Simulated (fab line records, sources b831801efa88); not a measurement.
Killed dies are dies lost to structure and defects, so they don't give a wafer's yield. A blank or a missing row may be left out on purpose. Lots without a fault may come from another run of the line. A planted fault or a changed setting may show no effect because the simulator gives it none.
fab line records | flow sky130 | part 1 of 2: steps 1 to 43 of 44
record lots=5 wafers=15 last_day=50
route steps=708 shown VIA2@527 METAL3@532 CAPM@537 PAD_OPEN@708
lots that met no fault: from a run of the same line without faults
start_h: hours from the record's first day to the start of the lot's first wafer shown | wait_h: hours since the lot's step before | " the same as in the row above | L1.1+2: a row that stands for several wafers | - no value, or no start given | * or withheld: withheld | < > ~ a bound
route shown NAME@n: a module of which the file shows steps, and the number in the route of the first | usual: mean/standard deviation of fault-free wafers | same: alike in all rows | chamber/n: place in a boat | sites: the reading at each site | _std_site: their standard deviation | _edge_site: outer sites' mean less inner sites' | radius_mm: how far each site lies from the wafer's centre | mask NAME#n: copy n | behind: the tool/chamber that last shaped the wafer | hold: why the lot was held/for how many hours/how that ended | device: the transistor (n, p or np) that didn't switch | end of line: the same wafers' tests at the end of the route | a step without rows: its recipe alone | killed: dies lost to structure and defects at the first sort, not the wafer's yield | map: a wafer's dies, x killed, . not, _ none there
set.NAME: the setting as run; set.NAME@STEP: as run at that earlier step | model.NAME: the simulator's own value behind a step, which no gauge read
lots at some steps of the route; a table a step, a row a wafer
services: from which hour (start_h, from the record's first day; less than 0 if before it) a tool's chamber was out of use, for how many hours, and why
## steps
# step SKY_VIA2_SPUTTER_20
# recipe material=TiN target_thk_nm=20 chamber_pressure_pa=5 power_w=4000 time_s=80
# step SKY_VIA2_CVD_21
# recipe material=W target_thk_nm=420 time_s=126.4 temp_c=400 pressure_torr=40
# step SKY_VIA2_RS_MEAS_22
# recipe thk_meas_gauge=four-point-probe reads=W_of_VIA2_CVD_21+TiN_of_VIA2_SPUTTER_20
# usual VIA2_W_RS=0.272/0.0031
# columns lot.wafer tool chamber start_h wait_h VIA2_W_RS[ohm/sq]
L919.3 film_metro-04 - 888.07 0.1 0.273
L919.4 " - " " 0.276
L919.5 " - " " 0.272
L925.2 film_metro-01 - 921.96 0.1 0.274
L925.3 " - " " 0.279
L925.4 " - " " 0.274
L932.4 film_metro-01 - 970.94 0.1 0.268
L932.5 " - " " 0.267
L932.6 " - " " 0.272
L935.1 film_metro-01 - 997.90 0.1 0.266
L935.4 " - " " 0.275
L935.5 " - " " 0.270
L938.1 film_metro-04 - 1019.00 0.1 0.271
L938.3 " - " " 0.269
L938.6 " - " " 0.270
# step SKY_VIA2_THK_MEAS_23
# recipe thk_meas_gauge=xrf reads=W_of_VIA2_CVD_21
# usual VIA2_W_THK=431/6.5
# columns lot.wafer tool chamber start_h wait_h VIA2_W_THK[nm]
L919.3 film_metro-04 - 888.17 0.1 433
L919.4 " - " " 427
L919.5 " - " " 437
L925.2 film_metro-01 - 922.07 0.1 427
L925.3 " - " " 423
L925.4 " - " " 430
L932.4 film_metro-01 - 971.03 0.1 433
L932.5 " - " " 436
L932.6 " - " " 423
L935.1 film_metro-01 - 998.02 0.1 430
L935.4 " - " " 420
L935.5 " - " " 431
L938.1 film_metro-04 - 1019.12 0.1 436
L938.3 " - " " 441
L938.6 " - " " 439
# step SKY_VIA2_CMP_24
# recipe stop_on=SiO2 t_overpolish_s=20 down_force_psi=3.5 platen_rpm=60 target_thk_nm=0 pad_velocity_m_s=0.94248
# usual motor_current_A=11.1/1.2 overpolish_run_s=20.000/0.0096 platen_rpm=60.01/0.037 time_to_endpoint_s=103/3.6
# columns lot.wafer tool chamber start_h wait_h motor_current_A overpolish_run_s platen_rpm time_to_endpoint_s
L919.3 cmp-01 3 888.31 0.1 9.1 19.991 59.98 102
L919.4 " 0 " " 12.9 19.996 59.95 97
L919.5 " 1 " " 11.6 20.013 60.02 95
L925.2 cmp-02 0 922.12 0.0 9.2 20.015 59.96 103
L925.4 " 1 " " 12.2 20.007 60.04 103
L925.3 " 2 " " 11.0 19.990 60.05 101
L932.4 cmp-02 2 971.16 0.1 10.7 20.015 60.00 105
L932.5 " 0 " " 9.5 19.990 60.02 107
L932.6 " 1 " " 11.5 19.983 60.06 103
L935.4 cmp-02 3 998.08 0.0 12.2 20.014 60.03 109
L935.1 " 2 " " 11.7 20.002 59.98 106
L935.5 " 3 " " 12.1 20.002 59.96 107
L938.3 cmp-02 1 1019.18 0.0 12.8 19.991 60.06 103
L938.1 " 3 " " 12.2 19.997 60.03 103
L938.6 " 2 " " 11.1 20.001 60.04 102
# step SKY_METAL3_SPUTTER_00
# recipe material=Ti target_thk_nm=15 power_w=3000 time_s=10 chamber_pressure_pa=0.4
# step SKY_METAL3_SPUTTER_01
# recipe material=TiN target_thk_nm=20 power_w=6500 time_s=16.7 chamber_pressure_pa=0.4
# step SKY_METAL3_SPUTTER_02
# recipe material=AlCu target_thk_nm=735 power_w=10600 time_s=39.1 chamber_pressure_pa=0.4
# usual cathode_dc_power_W=10600/1.9 chamber_pressure_pa=0.3999/0.00086 throttle_valve_pct=30.0/1.3
# columns lot.wafer tool chamber start_h wait_h cathode_dc_power_W chamber_pressure_pa throttle_valve_pct
L919.3 pvd_sputter-04 - 888.58 0.0 10599 0.4018 28.5
L919.4 " - " " 10602 0.4000 30.5
L919.5 " - " " 10600 0.4003 30.8
L925.2 pvd_sputter-02 - 922.47 0.0 10599 0.3994 30.5
L925.3 " - " " 10603 0.4006 31.3
L925.4 " - " " 10602 0.4002 29.8
L932.4 pvd_sputter-04 - 971.41 0.0 10602 0.4014 30.8
L932.5 " - " " 10600 0.3990 32.0
L932.6 " - " " 10602 0.3999 28.2
L935.1 pvd_sputter-03 - 998.43 0.0 10598 0.4001 30.8
L935.4 " - " " 10601 0.4002 29.4
L935.5 " - " " 10600 0.3989 29.3
L938.1 pvd_sputter-02 - 1019.53 0.0 10598 0.3994 31.6
L938.3 " - " " 10600 0.4007 30.2
L938.6 " - " " 10599 0.4001 30.5
# step SKY_METAL3_SPUTTER_03
# recipe material=Ti target_thk_nm=5 power_w=3000 time_s=3.3 chamber_pressure_pa=0.4
# step SKY_METAL3_SPUTTER_04
# recipe material=TiN target_thk_nm=70 power_w=6500 time_s=58.3 chamber_pressure_pa=0.4
# usual cathode_dc_power_W=6500.1/1.1 chamber_pressure_pa=0.4000/0.00086 throttle_valve_pct=30.0/1.4
# columns lot.wafer tool chamber start_h wait_h cathode_dc_power_W chamber_pressure_pa throttle_valve_pct
L919.3 pvd_sputter-04 - 888.63 0.0 6500.6 0.3996 28.5
L919.4 " - " " 6499.6 0.3998 30.6
L919.5 " - " " 6499.7 0.4007 31.2
L925.2 pvd_sputter-02 - 922.52 0.0 6500.1 0.3998 30.5
L925.3 " - " " 6500.5 0.4018 31.5
L925.4 " - " " 6502.0 0.4004 29.8
L932.4 pvd_sputter-04 - 971.46 0.0 6500.8 0.4002 30.4
L932.5 " - " " 6500.1 0.3981 31.9
L932.6 " - " " 6499.8 0.4005 28.7
L935.1 pvd_sputter-03 - 998.49 0.0 6498.1 0.3991 31.3
L935.4 " - " " 6501.0 0.4009 29.5
L935.5 " - " " 6497.7 0.3981 29.5
L938.1 pvd_sputter-02 - 1019.58 0.0 6497.9 0.3990 31.4
L938.3 " - " " 6500.4 0.4006 30.0
L938.6 " - " " 6501.8 0.3984 30.7
# step SKY_CAPM_CVD_00
# recipe material=SiO2 target_thk_nm=15.5 temp_c=400 time_s=withheld rf_w=450
# step SKY_CAPM_THK_MEAS_01
# recipe reads=SiO2_of_CAPM_CVD_00
# usual CAPM_CVD_00_THK=15.53/0.23
# columns lot.wafer tool chamber start_h wait_h CAPM_CVD_00_THK[nm]
L919.3 film_metro-03 - 888.73 - 15.35
L919.4 " - " " 15.75
L919.5 " - " " 15.57
L925.2 film_metro-02 - 922.61 - 15.17
L925.3 " - " " 15.21
L925.4 " - " " 15.69
L932.4 film_metro-01 - 971.57 - 15.82
L932.5 " - " " 15.72
L932.6 " - " " 15.54
L935.1 film_metro-03 - 998.56 - 15.63
L935.4 " - " " 15.53
L935.5 " - " " 15.71
L938.1 film_metro-02 - 1019.65 - 15.25
L938.3 " - " " 15.40
L938.6 " - " " 15.89
# step SKY_CAPM_SPUTTER_02
# recipe material=TiN target_thk_nm=200 temp_c=300 power_w=6500 time_s=166.7 chamber_pressure_pa=0.4
# usual cathode_dc_power_W=6500.1/1.2 chamber_pressure_pa=0.4001/0.00078 substrate_temp_c=300.04/0.21 throttle_valve_pct=29.8/1.3
# columns lot.wafer tool chamber start_h wait_h cathode_dc_power_W chamber_pressure_pa substrate_temp_c throttle_valve_pct model.TiN_of_CAPM_SPUTTER_02.thk_nm
L919.3 pvd_sputter-03 - 888.77 0.0 6501.5 0.4005 300.58 28.7 205.1
L919.4 " - " " 6498.4 0.3999 300.34 31.2 205
L919.5 " - " " 6500.1 0.4006 300.32 28.4 204.3
L925.2 pvd_sputter-01 - 922.66 0.0 6500.7 0.3999 300.53 28.5 198.1
L925.3 " - " " 6497.7 0.4003 299.82 27.9 197
L925.4 " - " " 6501.3 0.4003 300.08 30.3 199.1
L932.4 pvd_sputter-01 - 971.60 0.0 6501.2 0.3995 299.98 27.5 207.8
L932.5 " - " " 6499.8 0.4005 300.21 27.8 209.7
L932.6 " - " " 6499.4 0.4002 300.14 31.0 201.3
L935.1 pvd_sputter-04 - 998.62 0.1 6500.6 0.3999 299.72 32.0 204.2
L935.4 " - " " 6497.8 0.4006 299.83 30.7 202
L935.5 " - " " 6501.6 0.3995 300.43 28.4 204.1
L938.1 pvd_sputter-03 - 1019.71 0.1 6500.9 0.4017 299.73 29.6 197.7
L938.3 " - " " 6498.0 0.4000 300.19 28.3 200.8
L938.6 " - " " 6498.9 0.3998 300.14 29.6 199.2
# step SKY_CAPM_RS_MEAS_03
# recipe thk_meas_gauge=four-point-probe reads=TiN_of_CAPM_SPUTTER_02
# usual CAPM_TIN_RS=6.90/0.077
# columns lot.wafer tool chamber start_h wait_h CAPM_TIN_RS[ohm/sq]
L919.3 film_metro-02 - 888.91 0.1 6.73
L919.4 " - " " 6.74
L919.5 " - " " 6.76
L925.2 film_metro-03 - 922.78 0.1 6.97
L925.3 " - " " 7.02
L925.4 " - " " 6.94
L932.4 film_metro-03 - 971.77 0.1 6.64
L932.5 " - " " 6.58
L932.6 " - " " 6.87
L935.1 film_metro-01 - 998.73 0.1 6.76
L935.4 " - " " 6.83
L935.5 " - " " 6.76
L938.1 film_metro-01 - 1019.82 0.1 6.99
L938.3 " - " " 6.89
L938.6 " - " " 6.94
# step SKY_CAPM_THK_MEAS_04
# recipe thk_meas_gauge=xrf reads=TiN_of_CAPM_SPUTTER_02
# usual CAPM_TIN_THK=200.7/2.2
# columns lot.wafer tool chamber start_h wait_h CAPM_TIN_THK[nm]
L919.3 film_metro-02 - 889.01 0.1 205.7
L919.4 " - " " 205.7
L919.5 " - " " 204.4
L925.2 film_metro-03 - 922.89 0.1 198.4
L925.3 " - " " 196.8
L925.4 " - " " 198.8
L932.4 film_metro-03 - 971.86 0.1 208.9
L932.5 " - " " 209.4
L932.6 " - " " 201.4
L935.1 film_metro-01 - 998.85 0.1 204.7
L935.4 " - " " 202.5
L935.5 " - " " 205.1
L938.1 film_metro-01 - 1019.94 0.1 199.9
L938.3 " - " " 202.6
L938.6 " - " " 200.0
# step SKY_CAPM_DEHYDRATE_05
# recipe temp_c=200 time_s=60
# step SKY_CAPM_HMDS_06
# recipe prime_time_s=60 prime_temp_c=120
# step SKY_CAPM_COAT_07
# recipe resist=NOVOLAK spin_rpm=3000 resist_thk_nm=1140
# step SKY_CAPM_SOFTBAKE_08
# recipe temp_c=90 time_s=60 resist=NOVOLAK
# step SKY_CAPM_EXPOSE_09
# recipe mask_id=CAPM na=0.6 source_shape=conventional sigma_outer=0.6 polarization=unpolarized target_cd_nm=1000 dose_mj=159
# step SKY_CAPM_PEB_10
# recipe temp_c=withheld time_s=* resist=NOVOLAK
# step SKY_CAPM_DEVELOP_11
# recipe resist=NOVOLAK developer=TMAH develop_time_s=60 dev_temp_c=23
# step SKY_CAPM_OVL_MEAS_12
# usual CAPM_OVL=0.5/1.3
# columns lot.wafer tool chamber start_h wait_h CAPM_OVL[nm]
L919.3 overlay-01 - 913.60 0.1 -1.0
L919.4 " - " " -1.6
L919.5 " - " " -0.6
L925.2 overlay-02 - 946.89 0.1 2.8
L925.3 " - " " -1.0
L925.4 " - " " 0.7
L932.4 overlay-02 - 994.75 0.1 -2.5
L932.5 " - " " -2.3
L932.6 " - " " -3.6
L935.1 overlay-01 - 1022.10 0.1 -0.6
L935.4 " - " " 0.5
L935.5 " - " " 0.9
L938.1 overlay-02 - 1041.71 0.1 2.4
L938.3 " - " " 2.8
L938.6 " - " " 2.4
# step SKY_CAPM_METAL_ETCH_13
# recipe target_depth_nm=220 stop_on=SiO2 chemistry=Cl2/BCl3 target=TiN pressure_mtorr=10 icp_w=900 bias_w=48.5 Cl2_flow_sccm=60 bcl3_flow_sccm=30 time_s=62.9
# usual chamber_pressure_mTorr=9.999/0.009 drypump_motor_current_A=5.85/0.27 oes_product_au=0.941/0.008 throttle_valve_pct=21.902/0.009
# columns lot.wafer tool chamber start_h wait_h chamber_pressure_mTorr drypump_motor_current_A oes_product_au rf_hours_counter_h throttle_valve_pct
L919.3 rie_metal-04 1 913.65 0.0 9.995 6.17 0.955 - 21.889
L919.4 " 0 " " 9.998 5.94 0.961 - 21.899
L919.5 " 1 " " 10.006 6.17 0.953 - 21.898
L925.2 rie_metal-03 0 946.92 0.0 10.006 6.18 0.940 13 21.903
L925.3 " 0 " " 9.996 6.22 0.933 - 21.920
L925.4 " 1 " " 9.991 5.65 0.941 - 21.896
L932.4 rie_metal-02 0 994.85 0.1 10.012 5.54 0.957 - 21.877
L932.5 " 0 " " 9.988 5.62 0.968 - 21.879
L932.6 " 0 " " 10.004 5.56 0.949 - 21.900
L935.1 rie_metal-03 1 1022.14 0.0 10.001 5.64 0.960 22 21.894
L935.4 " 0 " " 9.994 6.19 0.947 - 21.888
L935.5 " 1 " " 10.009 5.64 0.954 - 21.884
L938.1 rie_metal-03 0 1041.74 0.0 9.998 6.18 0.934 18 21.909
L938.3 " 0 " " 10.011 6.20 0.946 - 21.908
L938.6 " 0 " " 10.007 6.20 0.945 - 21.903
# step SKY_CAPM_STRIP_14
# recipe chemistry=O2/N2 power_w=1400 pressure_mtorr=1500 platen_temp_c=withheld o2_flow_sccm=3000 n2_flow_sccm=300 overash_fraction=0.5
# step SKY_CAPM_STRIP_15
# recipe chemistry=post_etch_residue_remover time_s=1200 temp_c=72.5
# step SKY_CAPM_CLEAN_16
# recipe chemistry=IPA time_s=180 temp_c=25
# step SKY_CAPM_CLEAN_17
# recipe chemistry=O3/DIW dry=n2_spin
# step SKY_METAL3_DEHYDRATE_05
# recipe temp_c=200 time_s=60
# step SKY_METAL3_HMDS_06
# recipe prime_time_s=60 prime_temp_c=120
# step SKY_METAL3_COAT_07
# recipe resist=BARC temp_c=withheld time_s=withheld spin_rpm=3000 resist_thk_nm=60
# step SKY_METAL3_COAT_08
# recipe resist=KrF-thick spin_rpm=3000 resist_thk_nm=1140
# step SKY_METAL3_SOFTBAKE_09
# recipe temp_c=100 time_s=90 resist=KrF-thick
# step SKY_METAL3_EXPOSE_10
# recipe mask_id=MM3 na=0.68 source_shape=annular sigma_inner=0.4 sigma_outer=0.8 target_cd_nm=300 dose_mj=28
# step SKY_METAL3_PEB_11
# recipe peb_temp_c=withheld peb_time_s=withheld resist=KrF-thick
# step SKY_METAL3_DEVELOP_12
# recipe develop_time_s=60 resist=KrF-thick dev_temp_c=21
# step SKY_METAL3_CD_MEAS_13
# recipe target_cd_nm=300
# usual cd_nm=300.0/1.7
# columns lot.wafer tool chamber start_h wait_h cd_nm
L919.3 cd_sem-02 - 939.14 - 300.4
L919.4 " - " " 299.0
L919.5 " - " " 300.2
L925.2 cd_sem-01 - 971.23 - 301.4
L925.3 " - " " 301.9
L925.4 " - " " 301.6
L932.4 cd_sem-02 - 1019.01 - 298.8
L932.5 " - " " 299.9
L932.6 " - " " 300.4
L935.1 cd_sem-02 - 1045.10 - 302.7
L935.4 " - " " 303.0
L935.5 " - " " 301.7
L938.1 cd_sem-01 - 1063.85 - 298.6
L938.3 " - " " 298.6
L938.6 " - " " 298.8
# step SKY_METAL3_OVL_MEAS_14
# usual METAL3_OVL=1/5.3
# columns lot.wafer tool chamber start_h wait_h METAL3_OVL[nm]
L919.3 overlay-02 - 939.23 0.1 5
L919.4 " - " " -1
L919.5 " - " " 4
L925.2 overlay-01 - 971.33 0.1 4
L925.3 " - " " 7
L925.4 " - " " -3
L932.4 overlay-02 - 1019.09 0.1 -1
L932.5 " - " " 8
L932.6 " - " " 6
L935.1 overlay-01 - 1045.22 0.1 -6
L935.4 " - " " -8
L935.5 " - " " -3
L938.1 overlay-01 - 1063.97 0.1 0
L938.3 " - " " 6
L938.6 " - " " 5
# step SKY_METAL3_DESCUM_15
# recipe chemistry=O2 source_power_w=150 bias_power_w=0 pressure_mtorr=10 temp_c=40 time_s=8
# usual chamber_pressure_mTorr=9.999/0.0095 drypump_motor_current_A=5.6/0.38 oes_product_au=0.997/0.0094
# columns lot.wafer tool chamber start_h wait_h chamber_pressure_mTorr drypump_motor_current_A oes_product_au rf_hours_counter_h
L919.3 rie_metal-01 0 939.27 0.0 9.982 4.9 1.003 -
L919.4 " 1 " " 9.989 5.9 0.995 -
L919.5 " 1 " " 9.998 5.9 0.995 -
L925.2 rie_metal-03 1 971.36 0.0 9.995 5.6 0.997 19
L925.3 " 1 " " 9.999 5.6 0.992 -
L925.4 " 0 " " 9.992 6.2 0.994 -
L932.4 rie_metal-03 1 1019.12 0.0 10.005 5.6 0.992 -
L932.5 " 0 " " 9.997 6.2 0.971 -
L932.6 " 1 " " 9.992 5.6 1.008 -
L935.1 rie_metal-02 1 1045.26 0.0 9.991 5.5 0.982 16
L935.4 " 1 " " 9.971 5.6 0.985 -
L935.5 " 0 " " 10.001 5.6 0.998 -
L938.1 rie_metal-01 0 1064.00 0.0 10.004 4.9 1.002 19
L938.3 " 0 " " 10.003 4.9 1.003 -
L938.6 " 1 " " 9.988 5.9 1.003 -
# step SKY_METAL3_ETCH_16
# recipe chemistry=N2/H2 target=BARC ion_energy_ev=200 bias_w=100 pressure_mtorr=30 n2_flow_sccm=100 h2_flow_sccm=200 icp_w=500 stop_on=SiO2 time_s=88.2 target_depth_a=600
# step SKY_METAL3_ETCH_17
# recipe target=SiO2 stop_on=TiN chemistry=C4F8/O2/Ar source_w=1500 bias_w=1200 pressure_mtorr=40 c4f8_flow_sccm=withheld O2_flow_sccm=6 Ar_flow_sccm=300 time_s=3.9 target_depth_a=150
# step SKY_METAL3_METAL_ETCH_18
# recipe target_depth_a=8450 stop_on=SiO2 over_etch_frac=0.3 time_s=183.1 chemistry=Cl2/BCl3 resist_sidewall_deg=88 pressure_mtorr=10 icp_w=900 bias_w=48.5 Cl2_flow_sccm=60 bcl3_flow_sccm=30
# usual chamber_pressure_mTorr=10.000/0.0097 drypump_motor_current_A=5.7/0.43 oes_product_au=0.865/0.0058 throttle_valve_pct=22.264/0.0099
# same over_etch_frac=0.3
# columns lot.wafer tool chamber start_h wait_h chamber_pressure_mTorr drypump_motor_current_A oes_product_au rf_hours_counter_h throttle_valve_pct
L919.3 rie_metal-03 1 939.47 0.1 9.998 5.6 0.869 - 22.271
L919.4 " 0 " " 10.012 6.2 0.861 - 22.253
L919.5 " 1 " " 10.005 5.6 0.860 - 22.267
L925.2 rie_metal-01 0 971.51 0.0 10.006 4.9 0.873 13 22.253
L925.3 " 1 " " 9.988 5.9 0.866 - 22.277
L925.4 " 0 " " 9.996 4.9 0.877 - 22.276
L932.4 rie_metal-01 0 1019.32 0.1 10.005 4.9 0.863 - 22.257
L932.5 " 0 " " 9.995 4.9 0.857 - 22.277
L932.6 " 1 " " 9.944 5.9 0.867 - 22.261
L935.1 rie_metal-03 0 1045.41 0.0 10.015 6.2 0.864 19 22.267
L935.4 " 0 " " 10.005 6.2 0.865 - 22.266
L935.5 " 0 " " 9.986 6.2 0.864 - 22.268
L938.1 rie_metal-03 1 1064.15 0.0 10.006 5.6 0.859 0 22.265
L938.3 " 1 " " 10.002 5.6 0.869 - 22.274
L938.6 " 0 " " 9.992 6.2 0.865 - 22.270
# step SKY_METAL3_STRIP_20
# recipe chemistry=post_etch_residue_remover time_s=1200 temp_c=72.5
# usual bath_heat_duty_pct=14.7/1.6
# columns lot.wafer tool chamber start_h wait_h bath_heat_duty_pct model.TiN_of_CAPM_SPUTTER_02.thk_nm
L919.3 wet_bench-03 3 939.68 0.0 16.6 204.3
L919.4 " 3 " " 18.5 204.2
L919.5 " 3 " " 17.4 203.4
L925.2 wet_bench-02 1 971.79 0.1 14.9 197.3
L925.3 " 1 " " 15.7 196.2
L925.4 " 1 " " 14.7 198.2
L932.4 wet_bench-04 0 1019.53 0.0 16.4 206.9
L932.5 " 0 " " 15.8 208.9
L932.6 " 0 " " 15.1 200.5
L935.1 wet_bench-03 3 1045.86 0.1 18.4 203.4
L935.4 " 3 " " 16.6 201.2
L935.5 " 3 " " 17.4 203.3
L938.1 wet_bench-02 3 1064.43 0.1 14.2 196.8
L938.3 " 3 " " 13.9 199.9
L938.6 " 3 " " 15.3 198.3
## key
first_sign step=SKY_CAPM_RS_MEAS_03 reading=CAPM_TIN_RS direction=down sigmas=3.8 usual=6.90 struck=6.61
effect step=SKY_CAPM_THK_MEAS_04 reading=CAPM_TIN_THK direction=up sigmas=3.8 usual=200.7 struck=209.2
effect step=SKY_CAPM_METAL_ETCH_13 reading=oes_product_au direction=up sigmas=2.6 usual=0.941 struck=0.962
model_effect step=SKY_CAPM_SPUTTER_02 value=TiN_of_CAPM_SPUTTER_02.thk_nm without=196.4 struck=208.7
model_effect step=SKY_METAL3_STRIP_20 value=TiN_of_CAPM_SPUTTER_02.thk_nm without=195.6 struck=207.9
model_effect step=SKY_PAD_OPEN_PROBE_99 value=etest.cap_mim.plate_ohm_sq without=6.119 struck=5.757
met_at SKY_CAPM_SPUTTER_02
struck_wafers L932.4,L932.5
onset_between 922.66 971.60
fault kind=process_parameter_drift tool=pvd_sputter-01 chamber=- onset_h=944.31 steps=SKY_CAPM_SPUTTER_02 channel=target_thk_nm offset=12.329 shape=step end_h=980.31 acts_in=these_recipes_only stated=200 scope=struck_wafers_only
